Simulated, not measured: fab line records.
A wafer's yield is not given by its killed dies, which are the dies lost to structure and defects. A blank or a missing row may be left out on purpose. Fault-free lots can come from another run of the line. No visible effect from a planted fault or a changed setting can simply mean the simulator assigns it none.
Which tool is to blame? ; flow gf180mcu ; 39 wafers from 13 lots sampled at 2 of the route's 602 steps

WHAT THE GAUGES SHOWED, per wafer
GF_V4_THK_MEAS_25: measures by xrf.
lot;measured;on;V4_W_THK (nm)
L846;day 24 07:59;film metro-03;354 349 350
L847;day 24 19:01;film metro-02;344 350 347
L848;day 24 20:04;film metro-03;344 344 346
L850;day 25 22:44;film metro-04;350 351 352
L852;day 26 14:14;film metro-03;338 342 339
L854;day 27 06:02;film metro-03;342 346 344
L855;day 27 18:42;film metro-04;351 356 353
L856;day 27 20:40;film metro-02;342 337 341
L857;day 27 22:32;film metro-04;356 358 357
L866;day 30 12:52;film metro-04;357 358 355
L867;day 30 22:12;film metro-04;364 368 360
L868;day 31 03:13;film metro-03;339 337 340
L869;day 31 08:49;film metro-04;361 356 355

TOOL THAT RAN EACH LOT (tool first, then ch and the chambers of the sampled wafers, then the start)
lot;GF_V1_ETCH_16
L846;rie diel-04 ch 0,1,3, day 17 23:50
L847;rie diel-02 ch 0,1,2, day 18 09:59
L848;rie diel-02 ch 0,2,3, day 18 13:41
L850;rie diel-04 ch 1,2, day 19 18:44
L852;rie diel-01 ch 0,1,2, day 20 12:23
L854;rie diel-04 ch 0,2,3, day 21 09:08
L855;rie diel-02 ch 0,3, day 21 20:43
L856;rie diel-02 ch 0,3, day 22 00:02
L857;rie diel-02 ch 0,3, day 22 03:20
L866;rie diel-01 ch 1,2,3, day 25 03:19
L867;rie diel-01 ch 1,3, day 25 14:05
L868;rie diel-02 ch 0,2,3, day 25 19:26
L869;rie diel-01 ch 0,1,2, day 26 03:55
- GF_V1_ETCH_16: etches BARC in N2/H2.

AS READ BY THE TOOLS THEMSELVES (means over the sampled wafers that have a number; for cases with no such wafer, the mark the record gives instead)
GF_V1_ETCH_16.
lot;tool;drypump motor current A (A);oes product au (a.u.);rf fwd power W (W);throttle valve pct (%)
L846;rie diel-04;5.5;0.855;495.3;13.218
L847;rie diel-02;5.9;0.850;494.4;13.227
L848;rie diel-02;6.2;0.851;496.6;13.226
L850;rie diel-04;6.2;0.860;495.7;13.223
L852;rie diel-01;6.1;0.857;493.2;13.223
L854;rie diel-04;5.7;0.853;494.2;13.230
L855;rie diel-02;5.9;0.853;494.2;13.229
L856;rie diel-02;6.1;0.856;495.6;13.225
L857;rie diel-02;5.9;0.849;495.1;13.226
L866;rie diel-01;6.1;0.855;493.0;13.230
L867;rie diel-01;6.1;0.861;491.6;13.222
L868;rie diel-02;6.2;0.851;494.7;13.219
L869;rie diel-01;6.1;0.853;493.6;13.218

THE ANSWER, worked out from the rows above alone
Rule: the lots themselves supply what counts as usual. The widest of any qualifying gaps counts: lots, ordered by their means at a reading, are off when they make up no more than a third of the lots, leave a main group of 4 or more, and stand apart from it by 3 or more times the standard deviation of that group's means. A main group whose means are all the same, to the digits that the tables above print for the reading, isn't used. A lot without any number at a reading at which 4 lots or more have one is off too. The other lots that the step has rows for count as sound. First the gauges in route order, then the tools' own readings, where a lot's mean is used as printed above. At the first step where some lot is off, the reading lying furthest off is the one used; lots without a number count as furthest.
None of the lots is off at any reading shown; this tells nothing.

WHAT WAS PUT IN BY THE SIMULATOR
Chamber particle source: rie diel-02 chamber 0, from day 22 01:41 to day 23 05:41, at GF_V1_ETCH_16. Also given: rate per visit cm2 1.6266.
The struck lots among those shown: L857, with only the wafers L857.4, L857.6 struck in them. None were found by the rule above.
